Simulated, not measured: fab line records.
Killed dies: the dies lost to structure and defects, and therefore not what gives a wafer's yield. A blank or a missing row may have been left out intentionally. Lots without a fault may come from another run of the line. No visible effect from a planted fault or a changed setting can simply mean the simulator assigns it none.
Which tool did it? ; flow sky130 ; 33 wafers from 11 lots sampled at 5 of the route's 708 steps

== WHAT THE GAUGES READ, wafer by wafer ==
SKY_CAPM_THK_MEAS_04: measures by xrf. Usual: for CAPM_TIN_THK the level is 196.3 nm and the standard deviation is 2.
lot;measured;on;CAPM_TIN_THK (nm);flag
L872;day 37 05:51;film_metro-03;195.1 194.5 197.0;
L873;day 37 08:05;film_metro-03;198.3 195.4 197.7;
L874;day 37 09:35;film_metro-01;194.8 193.4 194.6;
L875;day 37 16:47;film_metro-03;195.0 195.9 195.6;
L877;day 38 16:08;film_metro-02;195.9 196.6 196.3;
L879;day 39 07:13;film_metro-02;195.3 197.6 198.5;
L880;day 39 09:34;film_metro-01;199.7 200.2 197.8;
L881;day 39 19:15;film_metro-02;197.8 198.3 195.3;
L884;day 40 12:58;film_metro-02;198.6 198.4 197.1;
L886;day 41 06:25;film_metro-03;197.4 200.1 201.4;
L894;day 43 06:56;film_metro-03;191.9 196.3 193.8;

SKY_VIA3_BOW_MEAS_03. Usual: for VIA3_BOW the level is 80 um and the standard deviation is 8.3.
lot;measured;on;VIA3_BOW (um);flag
L872;day 39 10:08;film_metro-02;95 90 80;
L873;day 39 13:52;film_metro-03;91 77 78;
L874;day 39 14:11;film_metro-02;74 74 76;
L875;day 39 20:46;film_metro-03;73 77 66;
L877;day 40 19:33;film_metro-03;80 75 87;
L879;day 41 10:46;film_metro-02;71 67 80;
L880;day 41 12:16;film_metro-02;69 88 80;
L881;day 41 21:29;film_metro-03;87 88 74;
L884;day 42 13:33;film_metro-02;79 75 75;
L886;day 43 08:04;film_metro-02;74 84 101;
L894;day 45 04:49;film_metro-02;102 96 84;

SKY_CAP2M_THK_MEAS_01. Usual: for CAP2M_CVD_00_THK the level is 15.50 nm and the standard deviation is 0.27.
lot;measured;on;CAP2M_CVD_00_THK (nm);flag
L872;day 40 11:43;film_metro-02;16.10 15.81 16.19;
L873;day 40 16:12;film_metro-02;15.56 15.60 15.83;
L874;day 40 16:34;film_metro-01;16.01 15.94 15.95;
L875;day 40 23:25;film_metro-04;15.29 15.47 15.21;
L877;day 41 21:27;film_metro-04;15.20 15.57 15.40;
L879;day 42 11:59;film_metro-01;15.64 15.38 15.30;
L880;day 42 13:41;film_metro-01;15.42 15.84 15.62;
L881;day 42 23:46;film_metro-01;15.32 15.46 15.11;
L884;day 43 14:23;film_metro-02;10.95 10.77 11.05;OFF
L886;day 44 09:26;film_metro-04;11.17 11.33 11.18;OFF
L894;day 46 04:29;film_metro-04;15.36 15.27 15.88;

== WHICH TOOL RAN EACH LOT (tool, then ch and the chambers of the sampled wafers, then the start) ==
lot;SKY_METAL4_SPUTTER_02;SKY_CAP2M_CVD_00
L872;pvd_sputter-04, day 40 11:34;pecvd-04 ch 0,1, day 40 11:40
L873;pvd_sputter-04, day 40 16:04;pecvd-03 ch 0,1, day 40 16:10
L874;pvd_sputter-01, day 40 16:23;pecvd-04 ch 0,1,2, day 40 16:29
L875;pvd_sputter-04, day 40 23:15;pecvd-02 ch 0,1, day 40 23:22
L877;pvd_sputter-04, day 41 21:19;pecvd-02 ch 0,1,2, day 41 21:25
L879;pvd_sputter-03, day 42 11:51;pecvd-04 ch 0,1,2, day 42 11:57
L880;pvd_sputter-03, day 42 13:31;pecvd-03 ch 0, day 42 13:37
L881;pvd_sputter-04, day 42 23:38;pecvd-02 ch 0,1, day 42 23:44
L884;pvd_sputter-04, day 43 14:14;pecvd-02 ch 0,1, day 43 14:21
L886;pvd_sputter-03, day 44 09:19;pecvd-02 ch 0,2, day 44 09:25
L894;pvd_sputter-04, day 46 04:21;pecvd-04 ch 0,1,2, day 46 04:28
- SKY_METAL4_SPUTTER_02: material AlCu, target thk 735 nm, time 39.1 s.
- SKY_CAP2M_CVD_00: deposits SiO2, target thk 15.5 nm.

== AS READ BY THE TOOLS THEMSELVES (means over the sampled wafers that have a number; for cases with no such wafer, the mark the record gives instead) ==
SKY_METAL4_SPUTTER_02. Usual: 29.8 % for throttle_valve_pct, sd 1.2.
lot;tool;throttle_valve_pct (%);flag
L872;pvd_sputter-04;29.1;
L873;pvd_sputter-04;28.9;
L874;pvd_sputter-01;29.1;
L875;pvd_sputter-04;29.5;
L877;pvd_sputter-04;29.4;
L879;pvd_sputter-03;29.8;
L880;pvd_sputter-03;29.5;
L881;pvd_sputter-04;29.8;
L884;pvd_sputter-04;29.7;
L886;pvd_sputter-03;29.5;
L894;pvd_sputter-04;29.0;

SKY_CAP2M_CVD_00. Usual: heater_power_w 713 W, standard deviation 110; rf_fwd_power_W 441.2 W, standard deviation 2.8.
lot;tool;heater_power_w (W);rf_fwd_power_W (W);flag
L872;pecvd-04;687;440.7;
L873;pecvd-03;779;441.4;
L874;pecvd-04;692;439.9;
L875;pecvd-02;642;442.4;
L877;pecvd-02;648;443.3;
L879;pecvd-04;673;439.9;
L880;pecvd-03;818;438.8;
L881;pecvd-02;633;442.0;
L884;pecvd-02;590;441.9;
L886;pecvd-02;777;445.6;
L894;pecvd-04;656;438.4;

== THE ANSWER, worked out from the rows above alone ==
Rule: lot off if the mean of its wafers having a number is beyond 3 standard deviations from the usual mean. Also off: a lot with no number at a reading for which 4 or more lots have one. Any other lot the step has rows for is counted as sound. First the gauges in route order, then the tools' own readings, where a lot's mean is used as printed above. At the first step where some lot is off, the reading lying furthest off is the one used; lots without a number count as furthest.
Off: at SKY_CAP2M_THK_MEAS_01 (CAP2M_CVD_00_THK), L884, L886.
If a tool, at a process step before that reading, ran all the lots that are off and no sound lot after the first of them, it fits. Gauges at SKY_CAP2M_THK_MEAS_01: tried the same way as those tools. One fits: pecvd-02 at SKY_CAP2M_CVD_00. A fault onset in the window from L881 (day 42 23:44, its last sound lot) to L884 (day 43 14:21, its first lot off) fits.

== WHAT WAS PUT IN BY THE SIMULATOR ==
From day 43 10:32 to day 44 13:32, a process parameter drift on pecvd-02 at SKY_CAP2M_CVD_00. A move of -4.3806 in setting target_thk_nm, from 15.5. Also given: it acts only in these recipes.
Struck lots among those shown: L884, L886. Same finding as the rule above.
